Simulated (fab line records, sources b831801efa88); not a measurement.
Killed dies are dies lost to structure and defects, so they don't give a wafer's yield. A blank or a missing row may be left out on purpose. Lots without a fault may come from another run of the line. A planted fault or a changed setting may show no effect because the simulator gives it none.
Which tool did it? | flow gf180mcu | 11 lots, 33 wafers sampled, at 4 steps of a route of 602

WHAT THE GAUGES READ, wafer by wafer
GF_V2_THK_MEAS_03.
lot  | measured     | on            | V2_CVD_02_THK (nm)
L978 | day 19 05:05 | film_metro-02 | 835 857 864
L979 | day 19 14:22 | film_metro-02 | 846 858 859
L980 | day 20 00:44 | film_metro-02 | 853 850 853
L981 | day 20 10:32 | film_metro-04 | 849 836 862
L982 | day 21 06:08 | film_metro-02 | 836 850 867
L987 | day 23 01:10 | film_metro-01 | 860 876 858
L992 | day 24 11:05 | film_metro-04 | 829 825 764
L993 | day 24 16:07 | film_metro-01 | 836 842 836
L995 | day 25 10:15 | film_metro-04 | 867 864 881
L999 | day 26 12:47 | film_metro-02 | 850 840 853
L100 | day 26 19:40 | film_metro-04 | 857 853 863

WHICH TOOL RAN EACH LOT (tool, then ch and the chambers of the sampled wafers, then the start)
lot  | GF_V1_SPUTTER_21             | GF_M2_SPUTTER_02             | GF_V2_CVD_02
L978 | pvd_sputter-03, day 18 03:21 | pvd_sputter-02, day 18 04:11 | pecvd-02 ch 0,1, day 19 05:00
L979 | pvd_sputter-01, day 18 12:02 | pvd_sputter-02, day 18 12:52 | pecvd-01 ch 0,1,2, day 19 14:17
L980 | pvd_sputter-01, day 18 22:25 | pvd_sputter-02, day 18 23:14 | pecvd-04 ch 1,2, day 20 00:38
L981 | pvd_sputter-02, day 19 08:38 | pvd_sputter-01, day 19 09:27 | pecvd-01 ch 0,2, day 20 10:26
L982 | pvd_sputter-03, day 20 04:08 | pvd_sputter-04, day 20 04:58 | pecvd-04 ch 0,1, day 21 06:04
L987 | pvd_sputter-02, day 22 00:03 | pvd_sputter-02, day 22 00:52 | pecvd-01 ch 0,2, day 23 01:04
L992 | pvd_sputter-03, day 23 10:58 | pvd_sputter-02, day 23 11:47 | pecvd-04 ch 0,1,2, day 24 11:01
L993 | pvd_sputter-03, day 23 15:21 | pvd_sputter-04, day 23 16:12 | pecvd-02 ch 0,1,2, day 24 16:03
L995 | pvd_sputter-01, day 24 10:30 | pvd_sputter-04, day 24 11:19 | pecvd-01 ch 0,1, day 25 10:10
L999 | pvd_sputter-01, day 25 13:32 | pvd_sputter-04, day 25 14:22 | pecvd-02 ch 1,2, day 26 12:43
L100 | pvd_sputter-03, day 25 20:24 | pvd_sputter-04, day 25 21:13 | pecvd-01 ch 0,1,2, day 26 19:35
- GF_V1_SPUTTER_21: material Ti, target thk 15 nm, time 80.02 s.
- GF_M2_SPUTTER_02: material AlCu, target thk 450 nm, time 23.9 s.
- GF_V2_CVD_02: deposits SiO2 from TEOS, target thk 850 nm, time 94.851 s.

THE ANSWER, worked out from the rows above alone
Rule: what is usual is taken from the lots themselves. Put in order of their means at a reading, lots are off if they are a third of the lots or fewer, leave a main group of 4 or more, and stand apart from it by a gap of 3 or more times the standard deviation of the main group's means; of several such gaps the widest counts. A main group whose means are all the same, to the digits that the tables above print for the reading, isn't used. A lot without any number at a reading at which 4 lots or more have one is off too. The other lots that the step has rows for count as sound.
Off: L992, at GF_V2_THK_MEAS_03 (V2_CVD_02_THK). The main group: mean 854 nm, standard deviation 8.6.
A tool fits if, at a process step before that reading, it ran every lot that is off, and no sound lot after the first of them. The gauges at GF_V2_THK_MEAS_03 are tried like those tools. Can't be told from this: 2 tools fit, pvd_sputter-02 at GF_M2_SPUTTER_02, pecvd-04 at GF_V2_CVD_02.

WHAT THE SIMULATOR HAD PUT IN
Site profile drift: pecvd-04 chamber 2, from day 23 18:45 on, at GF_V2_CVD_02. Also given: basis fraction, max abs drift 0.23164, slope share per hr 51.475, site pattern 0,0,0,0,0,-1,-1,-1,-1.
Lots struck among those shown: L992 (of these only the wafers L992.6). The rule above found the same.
